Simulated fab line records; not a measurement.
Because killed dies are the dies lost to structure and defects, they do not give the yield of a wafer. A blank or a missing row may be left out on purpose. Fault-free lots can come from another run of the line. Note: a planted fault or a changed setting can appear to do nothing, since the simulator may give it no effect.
Which tool is to blame? :: flow gf180mcu :: 14 lots with 42 wafers sampled at 4 steps, on a route of 602 steps

WHAT EACH GAUGE READ, for each wafer
GF_HV_LDD_TW_MEAS_23. Usual: HV_LDD_2_TW gives 1054 (standard deviation 4.9).
lot: L304
measured: day 10 20:58
on: film metro-01
HV_LDD_2_TW: 1054 1054 1059
flag: 

lot: L306
measured: day 11 09:53
on: film metro-03
HV_LDD_2_TW: 1054 1050 1052
flag: 

lot: L307
measured: day 11 20:04
on: film metro-01
HV_LDD_2_TW: 1048 1053 1056
flag: 

lot: L308
measured: day 12 02:29
on: film metro-03
HV_LDD_2_TW: 1062 1055 1048
flag: 

lot: L309
measured: day 12 04:42
on: film metro-03
HV_LDD_2_TW: 1053 1059 1053
flag: 

lot: L310
measured: day 12 15:08
on: film metro-02
HV_LDD_2_TW: 1054 1057 1053
flag: 

lot: L312
measured: day 13 04:32
on: film metro-02
HV_LDD_2_TW: 1049 1050 1054
flag: 

lot: L313
measured: day 13 12:58
on: film metro-01
HV_LDD_2_TW: 1054 1057 1056
flag: 

lot: L314
measured: day 14 02:05
on: film metro-02
HV_LDD_2_TW: 1053 1049 1052
flag: 

lot: L315
measured: day 14 06:22
on: film metro-01
HV_LDD_2_TW: 1059 1059 1064
flag: 

lot: L316
measured: day 14 15:25
on: film metro-02
HV_LDD_2_TW: 1052 1055 1051
flag: 

lot: L323
measured: day 17 06:45
on: film metro-02
HV_LDD_2_TW: 1060 1060 1059
flag: 

lot: L324
measured: day 17 11:19
on: film metro-03
HV_LDD_2_TW: 1053 1056 1057
flag: 

lot: L325
measured: day 17 17:44
on: film metro-01
HV_LDD_2_TW: 1060 1061 1063
flag: 

GF_HV_LDD_RS_MEAS_53: uses a four-point probe to measure. Usual: HV_LDD_RS gives 418.0 ohm/sq (standard deviation 0.82).
lot: L304
measured: day 12 11:59
on: film metro-02
HV_LDD_RS (ohm/sq): 418.2 418.6 418.8
flag: 

lot: L306
measured: day 13 01:57
on: film metro-01
HV_LDD_RS (ohm/sq): 418.7 418.9 418.8
flag: 

lot: L307
measured: day 13 12:59
on: film metro-03
HV_LDD_RS (ohm/sq): 418.0 417.9 418.2
flag: 

lot: L308
measured: day 13 18:34
on: film metro-01
HV_LDD_RS (ohm/sq): 418.7 418.7 417.8
flag: 

lot: L309
measured: day 13 22:07
on: film metro-02
HV_LDD_RS (ohm/sq): 417.0 417.4 416.6
flag: 

lot: L310
measured: day 14 07:56
on: film metro-01
HV_LDD_RS (ohm/sq): 418.0 418.0 417.8
flag: 

lot: L312
measured: day 14 23:07
on: film metro-01
HV_LDD_RS (ohm/sq): 417.8 417.7 417.5
flag: 

lot: L313
measured: day 15 07:20
on: film metro-02
HV_LDD_RS (ohm/sq): 416.5 416.9 417.3
flag: 

lot: L314
measured: day 15 22:03
on: film metro-03
HV_LDD_RS (ohm/sq): 417.6 417.7 419.2
flag: 

lot: L315
measured: day 16 02:20
on: film metro-01
HV_LDD_RS (ohm/sq): 418.5 419.0 417.9
flag: 

lot: L316
measured: day 16 11:44
on: film metro-01
HV_LDD_RS (ohm/sq): 417.5 417.8 418.6
flag: 

lot: L323
measured: day 19 07:44
on: film metro-01
HV_LDD_RS (ohm/sq): 423.8 422.7 423.0
flag: OFF

lot: L324
measured: day 19 11:17
on: film metro-01
HV_LDD_RS (ohm/sq): 419.5 419.2 419.0
flag: 

lot: L325
measured: day 19 19:10
on: film metro-02
HV_LDD_RS (ohm/sq): 423.7 423.0 422.2
flag: OFF

GF_PSD_CD_MEAS_07 targets a cd of 400 nm. Usual: cd nm reads 399.1 nm (standard deviation 1.9).
lot: L304
measured: day 14 07:39
on: cd sem-01
cd nm (nm): 400.9 404.3 401.5
flag: 

lot: L306
measured: day 14 22:28
on: cd sem-02
cd nm (nm): 399.6 400.3 399.8
flag: 

lot: L307
measured: day 15 11:55
on: cd sem-01
cd nm (nm): 398.2 397.1 397.8
flag: 

lot: L308
measured: day 15 15:41
on: cd sem-01
cd nm (nm): 401.7 398.4 399.6
flag: 

lot: L309
measured: day 15 19:47
on: cd sem-02
cd nm (nm): 401.0 402.3 399.9
flag: 

lot: L310
measured: day 16 05:49
on: cd sem-02
cd nm (nm): 398.8 399.5 398.0
flag: 

lot: L312
measured: day 16 20:44
on: cd sem-01
cd nm (nm): 399.5 400.0 398.2
flag: 

lot: L313
measured: day 17 06:56
on: cd sem-02
cd nm (nm): 396.5 395.7 396.4
flag: 

lot: L314
measured: day 17 22:10
on: cd sem-02
cd nm (nm): 401.2 399.1 398.6
flag: 

lot: L315
measured: day 18 02:27
on: cd sem-02
cd nm (nm): 401.4 401.0 399.6
flag: 

lot: L316
measured: day 18 12:42
on: cd sem-01
cd nm (nm): 401.5 400.4 399.5
flag: 

lot: L323
measured: day 21 11:33
on: cd sem-02
cd nm (nm): 397.1 397.1 397.5
flag: 

lot: L324
measured: day 21 14:11
on: cd sem-02
cd nm (nm): 397.4 400.0 398.8
flag: 

lot: L325
measured: day 21 21:57
on: cd sem-02
cd nm (nm): 399.3 398.5 399.0
flag: 

TOOL THAT RAN EACH LOT (tool first, then ch and the chambers of the sampled wafers, then the start)
lot: L304
GF_HV_LDD_IMPLANT_09: implanter-03 ch 0, day 10 02:04

lot: L306
GF_HV_LDD_IMPLANT_09: implanter-01 ch 0, day 10 15:22

lot: L307
GF_HV_LDD_IMPLANT_09: implanter-03 ch 0, day 11 00:38

lot: L308
GF_HV_LDD_IMPLANT_09: implanter-03 ch 0, day 11 07:22

lot: L309
GF_HV_LDD_IMPLANT_09: implanter-01 ch 0, day 11 09:20

lot: L310
GF_HV_LDD_IMPLANT_09: implanter-04 ch 0, day 11 18:46

lot: L312
GF_HV_LDD_IMPLANT_09: implanter-03 ch 0, day 12 08:40

lot: L313
GF_HV_LDD_IMPLANT_09: implanter-03 ch 0, day 12 16:26

lot: L314
GF_HV_LDD_IMPLANT_09: implanter-01 ch 0, day 13 05:16

lot: L315
GF_HV_LDD_IMPLANT_09: implanter-04 ch 0, day 13 09:34

lot: L316
GF_HV_LDD_IMPLANT_09: implanter-01 ch 0, day 13 17:52

lot: L323
GF_HV_LDD_IMPLANT_09: implanter-01 ch 0, day 16 07:47

lot: L324
GF_HV_LDD_IMPLANT_09: implanter-04 ch 0, day 16 12:20

lot: L325
GF_HV_LDD_IMPLANT_09: implanter-01 ch 0, day 16 18:16
- GF_HV_LDD_IMPLANT_09

WHAT THE TOOLS THEMSELVES READ (means of the sampled wafers that have a number; where no wafer has one, the mark that the record gives instead)
GF_HV_LDD_IMPLANT_09. Usual: beam energy keV 39.997, standard deviation 0.013; dose ions cm2 1e+14, standard deviation 1.1e+11.
lot: L304
tool: implanter-03
beam energy keV: 39.995
dose ions cm2: 1e+14
flag: 

lot: L306
tool: implanter-01
beam energy keV: 40.025
dose ions cm2: 1e+14
flag: 

lot: L307
tool: implanter-03
beam energy keV: 40.003
dose ions cm2: 1e+14
flag: 

lot: L308
tool: implanter-03
beam energy keV: 39.988
dose ions cm2: 1e+14
flag: 

lot: L309
tool: implanter-01
beam energy keV: 40.002
dose ions cm2: 1e+14
flag: 

lot: L310
tool: implanter-04
beam energy keV: 40.010
dose ions cm2: 1e+14
flag: 

lot: L312
tool: implanter-03
beam energy keV: 39.989
dose ions cm2: 1e+14
flag: 

lot: L313
tool: implanter-03
beam energy keV: 40.007
dose ions cm2: 1e+14
flag: 

lot: L314
tool: implanter-01
beam energy keV: 39.984
dose ions cm2: 1e+14
flag: 

lot: L315
tool: implanter-04
beam energy keV: 39.992
dose ions cm2: 1e+14
flag: 

lot: L316
tool: implanter-01
beam energy keV: 39.989
dose ions cm2: 1e+14
flag: 

lot: L323
tool: implanter-01
beam energy keV: 39.991
dose ions cm2: 1e+14
flag: 

lot: L324
tool: implanter-04
beam energy keV: 40.002
dose ions cm2: 1e+14
flag: 

lot: L325
tool: implanter-01
beam energy keV: 40.015
dose ions cm2: 1e+14
flag: 

THE ANSWER, worked out from the rows above alone
Rule: lot off if the mean of its wafers having a number is beyond 3 standard deviations from the usual mean. A lot without any number at a reading at which 4 lots or more have one is off too. All remaining lots with rows at the step are treated as sound. First the gauges in route order, then the tools' own readings, where a lot's mean is used as printed above. At the first step where some lot is off, the reading lying furthest off is the one used; lots without a number count as furthest.
Off: at GF_HV_LDD_RS_MEAS_53 (HV_LDD_RS), L323, L325.
If a tool, at a process step before that reading, ran all the lots that are off and no sound lot after the first of them, it fits. Those tools and the gauges at GF_HV_LDD_RS_MEAS_53 are tried in the same way. One fits: implanter-01 at GF_HV_LDD_IMPLANT_09. A fault onset in the window from L316 (day 13 17:52, its last sound lot) to L323 (day 16 07:47, its first lot off) fits.

WHAT THE SIMULATOR PUT IN
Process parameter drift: implanter-01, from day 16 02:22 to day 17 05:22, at GF_HV_LDD_IMPLANT_09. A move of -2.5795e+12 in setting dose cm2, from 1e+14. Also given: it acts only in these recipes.
Shown lots that were struck: L323, L325. The rule above reached the same finding.
